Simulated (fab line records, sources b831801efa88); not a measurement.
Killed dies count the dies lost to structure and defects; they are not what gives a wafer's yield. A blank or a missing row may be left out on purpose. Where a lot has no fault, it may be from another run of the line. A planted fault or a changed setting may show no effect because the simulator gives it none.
Code-filled problem report in 8D (eight disciplines) form -- flow sky130 -- the parts of the form that need people (team, actions taken, sign-off) are left out

1. WHAT WENT WRONG
oes_product_au at SKY_VIA3_ETCH_14 reads a mean of 0.877 a.u. on 2 wafers of 2 lots; wafers without a fault read 0.853 a.u. with a standard deviation of 0.0047. Relative to the usual mean, that is a shift of +5.2 standard deviations.
The step: etches BARC in N2/H2, stops on SiO2, time 45.9 s, target depth 60 nm.
Seen first at day 42 08:40 on rie_diel-03, wafer L212.5. At this step, 35 wafers from 12 lots have a number in the record. The rule behind "out" and "out of limits": a value lying over 4 standard deviations away from the usual mean. All remaining wafers that have a number are taken as sound.

2. WHAT IT IS, WHAT IT ISN'T
question,is,is not
which readings at this step,oes_product_au,"chamber_pressure_mTorr, drypump_motor_current_A, throttle_valve_pct"
which lots,"L212, L213","L202, L203, L204, L205, L214, L215, L216, L219, L223, L225"
which wafers of those lots,"L212.5, L213.6","L212.2, L213.1, L213.3"
read on which tools,"rie_diel-01, rie_diel-03",rie_diel-02
when,from day 42 08:40,"up to then (13 sound wafers); but 20 sound wafers of L213, L214, L215, L216, L219, L223, L225 came after"

3. WHAT RULES OUT EACH SUSPECT
Counting: if a tool at a process step up to the reading ran every lot that is out, it stays a suspect. Sound lots after the first of them don't rule it out here, since some wafers of a struck lot are sound.
- litho_track-04 at SKY_VIA3_COAT_06 (resist thk 60 nm): kept. Every lot that is out went through it, the first being L212 (day 41 20:55); the last sound lot it ran before that was L204 (day 39 01:20).
After counting, what remains is litho_track-04 at SKY_VIA3_COAT_06.

4. THE CAUSE (what the simulator had put in)
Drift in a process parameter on litho_track-04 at SKY_VIA3_COAT_06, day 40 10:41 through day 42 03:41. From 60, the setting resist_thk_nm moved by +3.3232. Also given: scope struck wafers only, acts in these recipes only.
Counting left only this tool.

5. THE EFFECT CHAIN, in route order
Each row: a reading where the mean over the struck wafers with a number is more than 3 standard deviations away from the usual. Scope: only readings with a usual standard deviation given in the record; hours: median across lots of the time from each lot's start at the first step in this table that gives one to its start at this step; sigmas: change in usual standard deviations.
hours,step,reading,usual,on struck wafers,change,sigmas
0,SKY_VIA3_ETCH_14,oes_product_au,0.853 a.u.,0.877,+0.024,+5.2
The process steps in it:
- SKY_VIA3_ETCH_14: etches BARC in N2/H2, stops on SiO2, time 45.9 s, target depth 60 nm.

6. WHAT WOULD HAVE CAUGHT IT SOONER
In this record no reading fell out of limits until day 42 08:40, 46 hours after the fault had begun at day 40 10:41.
Each of the lots that are out, 2 in all, had begun SKY_VIA3_COAT_06 on litho_track-04 no later than day 42 08:40. Holding the tool at that point would not have protected any of them.
